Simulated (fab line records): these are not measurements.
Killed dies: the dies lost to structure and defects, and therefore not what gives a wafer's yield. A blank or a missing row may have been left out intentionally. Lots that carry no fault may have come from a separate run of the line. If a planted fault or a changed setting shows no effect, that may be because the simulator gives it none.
Code-filled problem report in 8D (eight disciplines) form ; flow sky130 ; the parts of the form that need people (team, actions taken, sign-off) are left out

== 1. THE ISSUE ==
Mean of cd_nm at SKY_SD_P_CD_MEAS_07: 151.3 nm across 6 wafers in 2 lots; on wafers with no fault it is 380.4 nm (standard deviation 2.6). That puts it -88 standard deviations away from the usual mean.
The step: target cd 380 nm.
Seen first at day 31 16:52 on cd_sem-02, wafer L573.1. Wafers with a number at this step in the record: 39, from 13 lots. The rule behind "out" and "out of limits": a value lying over 4 standard deviations away from the usual mean. The rest of the wafers with a number are treated as sound.

== 2. WHAT THIS IS AND IS NOT ==
question;is;is not
which readings at this step;cd_nm;-
which lots;L573, L576;L555, L556, L557, L558, L562, L564, L565, L567, L568, L571, L578
which wafers of those lots;all that have a number;-
read on which gauges;cd_sem-01, cd_sem-02;-
when;from day 31 16:52;"up to then (30 sound wafers); but 3 sound wafers of L578 came after"

== 3. SUSPECTS, AND WHAT RULES EACH OUT ==
Counting: a tool stays on the suspect list if, at a process step up to the reading, it processed all lots that are out and no sound lot following the first of them.
- the gauge at SKY_SD_P_CD_MEAS_07 has been ruled out. Those wafers that are out were read across 2 gauges (cd_sem-01, cd_sem-02).
- litho_track-02 at SKY_SD_P_DEVELOP_06 (develop time 60 s): kept. All lots that are out passed through it, beginning with L573 at day 31 16:43, and no sound lot followed; its final sound lot before that point was L571 at day 31 12:43.
Remaining after the count: litho_track-02 at SKY_SD_P_DEVELOP_06.

== 4. THE CAUSE (what the simulator had put in) ==
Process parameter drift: litho_track-02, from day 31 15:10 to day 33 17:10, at SKY_SD_P_DEVELOP_06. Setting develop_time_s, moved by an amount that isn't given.
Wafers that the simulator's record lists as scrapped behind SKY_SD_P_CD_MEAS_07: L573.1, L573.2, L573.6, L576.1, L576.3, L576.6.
The count eliminated every tool but this one.

== 5. THE EFFECT CHAIN, in route order ==
Each row: a reading where the mean over the struck wafers with a number is more than 3 standard deviations away from the usual. Readings are gone through only where the record gives a usual standard deviation; hours: the median, over the lots, of the time from a lot's start at the first step in this table giving one to that lot's start at this step; sigmas: the change measured in usual standard deviations.
hours;step;reading;usual;on struck wafers;change;sigmas
0;SKY_SD_P_CD_MEAS_07;cd_nm;380.4 nm;151.3;-229.1;-88

== 6. WHAT WOULD HAVE CAUGHT IT SOONER ==
Counted from the fault's start at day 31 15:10, it took 2 hours until the first out-of-limits reading at a measuring or inspecting step in this record, taken at day 31 16:52.
Lots out: 2; of these, L576 started SKY_SD_P_DEVELOP_06 on litho_track-02 after day 31 16:52. Had the tool been put on hold then, it would have been spared.
